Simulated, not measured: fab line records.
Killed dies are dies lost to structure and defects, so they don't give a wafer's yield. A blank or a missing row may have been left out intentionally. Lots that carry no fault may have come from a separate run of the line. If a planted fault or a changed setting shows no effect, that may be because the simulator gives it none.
Chamber matching / flow gf180mcu / GF_V4_CVD_02 on pecvd-03: 3 sister chambers
The step deposits SiO2 from TEOS, target thk 850 nm, time 94.851 s. 20 wafers are shown with their chamber, then 10 later ones without.

WAFERS PAIRED WITH THEIR CHAMBERS
wafer=L078.1; chamber=1; heater_power_w (W)=472
wafer=L078.3; chamber=0; heater_power_w (W)=779
wafer=L078.4; chamber=0; heater_power_w (W)=810
wafer=L080.1; chamber=1; heater_power_w (W)=492
wafer=L080.2; chamber=2; heater_power_w (W)=588
wafer=L080.4; chamber=2; heater_power_w (W)=477
wafer=L081.2; chamber=1; heater_power_w (W)=525
wafer=L081.5; chamber=0; heater_power_w (W)=804
wafer=L081.6; chamber=2; heater_power_w (W)=486
wafer=L082.2; chamber=1; heater_power_w (W)=520
wafer=L082.5; chamber=2; heater_power_w (W)=593
wafer=L082.6; chamber=0; heater_power_w (W)=815
wafer=L084.1; chamber=0; heater_power_w (W)=676
wafer=L084.3; chamber=1; heater_power_w (W)=433
wafer=L084.6; chamber=2; heater_power_w (W)=493
wafer=L085.1; chamber=2; heater_power_w (W)=494
wafer=L085.2; chamber=1; heater_power_w (W)=525
wafer=L085.5; chamber=2; heater_power_w (W)=546
wafer=L087.1; chamber=0; heater_power_w (W)=789
wafer=L087.4; chamber=1; heater_power_w (W)=411

SIGNATURES (averages over the wafers above)
reading=heater_power_w; chamber 0=778.83; chamber 1=482.57; chamber 2=525.29; scatter within a chamber=49.2
Rule: for each reading, subtract the chamber's mean from the wafer's reading, divide by that reading's scatter and square the result; add these up over the readings and take the root, which gives the wafer's distance from the chamber. If the next closest chamber is less than 2 further off than the closest, the wafer can't be placed; otherwise it belongs to the closest. The scatter: take each reading less its chamber's mean, square it, sum over the shown wafers, divide by the number of wafers less the number of chambers, and take the root.

WAFERS MISSING THEIR CHAMBER
wafer=L087.5; heater_power_w (W)=802
wafer=L090.1; heater_power_w (W)=604
wafer=L090.2; heater_power_w (W)=488
wafer=L090.3; heater_power_w (W)=799
wafer=L092.1; heater_power_w (W)=492
wafer=L092.3; heater_power_w (W)=558
wafer=L092.4; heater_power_w (W)=499
wafer=L096.3; heater_power_w (W)=786
wafer=L096.5; heater_power_w (W)=800
wafer=L096.6; heater_power_w (W)=499

CHAMBER TAKEN BY EACH
wafer=L087.5; from the rows above=0; in truth=0
wafer=L090.1; from the rows above=can't be placed: 2 or 1 or 0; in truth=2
wafer=L090.2; from the rows above=can't be placed: 1 or 2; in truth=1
wafer=L090.3; from the rows above=0; in truth=0
wafer=L092.1; from the rows above=can't be placed: 1 or 2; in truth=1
wafer=L092.3; from the rows above=can't be placed: 2 or 1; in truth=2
wafer=L092.4; from the rows above=can't be placed: 1 or 2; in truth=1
wafer=L096.3; from the rows above=0; in truth=0
wafer=L096.5; from the rows above=0; in truth=0
wafer=L096.6; from the rows above=can't be placed: 1 or 2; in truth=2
Correct placement for 4 of the 10. Cannot be placed on the basis of these rows: 6; the candidates contain the true chamber in 6. 0 placed wrongly.
